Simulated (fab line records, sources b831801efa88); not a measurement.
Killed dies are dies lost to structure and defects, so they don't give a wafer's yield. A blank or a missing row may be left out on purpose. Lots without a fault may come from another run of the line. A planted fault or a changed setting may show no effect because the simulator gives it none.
Problem report in the 8D (eight disciplines) form, filled by code | flow sky130 | the parts of the form that need people (team, actions taken, sign-off) are left out

1. THE PROBLEM
dose_ions_cm2 at SKY_NWELL_IMPLANT_12 reads a mean of 1.4375e+12 on 6 wafers of 2 lots; wafers without a fault read 1.3002e+12 with a standard deviation of 1.5e+09. That is +92 standard deviations from the usual mean.
First seen on wafer L576.2, day 7 02:48, on implanter-03. The record holds 18 wafers of 6 lots with a number at this step. Rule for "out", or "out of limits": more than 4 standard deviations from the usual mean. The other wafers with a number count as sound.

2. WHAT IT IS AND WHAT IT IS NOT
question                    | is                                | is not
which readings at this step | dose_ions_cm2, faraday_current_uA | -
which lots                  | L576, L580                        | L567, L569, L583, L586
which wafers of those lots  | all that have a number            | -
read on which tools         | implanter-03                      | implanter-01, implanter-02
when                        | from day 7 02:48                  | up to then (6 sound wafers); but 6 sound wafers of L583, L586 came after

3. SUSPECTS, AND WHAT RULES EACH OUT
Counting: a tool at a process step up to the reading stays a suspect if it ran every lot that is out and no sound lot after the first of them.
- implanter-03 at SKY_NWELL_IMPLANT_12: kept. It ran every lot that is out, first L576 (day 7 02:48), and no sound lot after that; its last sound lot up to then is L567 (day 5 02:46). Its own readings are out on those wafers: dose_ions_cm2, faraday_current_uA.
Left after counting: implanter-03 at SKY_NWELL_IMPLANT_12.

4. THE CAUSE (what the simulator had put in)
Process parameter drift: implanter-03, from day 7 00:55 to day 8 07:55, at SKY_NWELL_IMPLANT_12. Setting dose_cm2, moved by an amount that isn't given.
Counting left only this tool.

5. THE CHAIN OF EFFECTS, in route order
Each row: a reading whose mean over the struck wafers that have a number lies more than 3 standard deviations from the usual. Only readings for which the record gives a usual standard deviation are gone through. hours: the time from each lot's start at the first step in this table that gives one to its start at this step, as a median over the lots. sigmas: the change in usual standard deviations.
hours | step                 | reading            | usual      | on struck wafers | change      | sigmas
0     | SKY_NWELL_IMPLANT_12 | dose_ions_cm2      | 1.3002e+12 | 1.4375e+12       | +1.3730e+11 | +92
0     | SKY_NWELL_IMPLANT_12 | faraday_current_uA | 7.34       | 8.26             | +0.92       | +6.2
The process steps in it:
- SKY_NWELL_IMPLANT_12

6. WHAT WOULD HAVE CAUGHT IT SOONER
In this record the first reading out of limits was taken at day 7 02:48, 2 hours after the fault began at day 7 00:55.
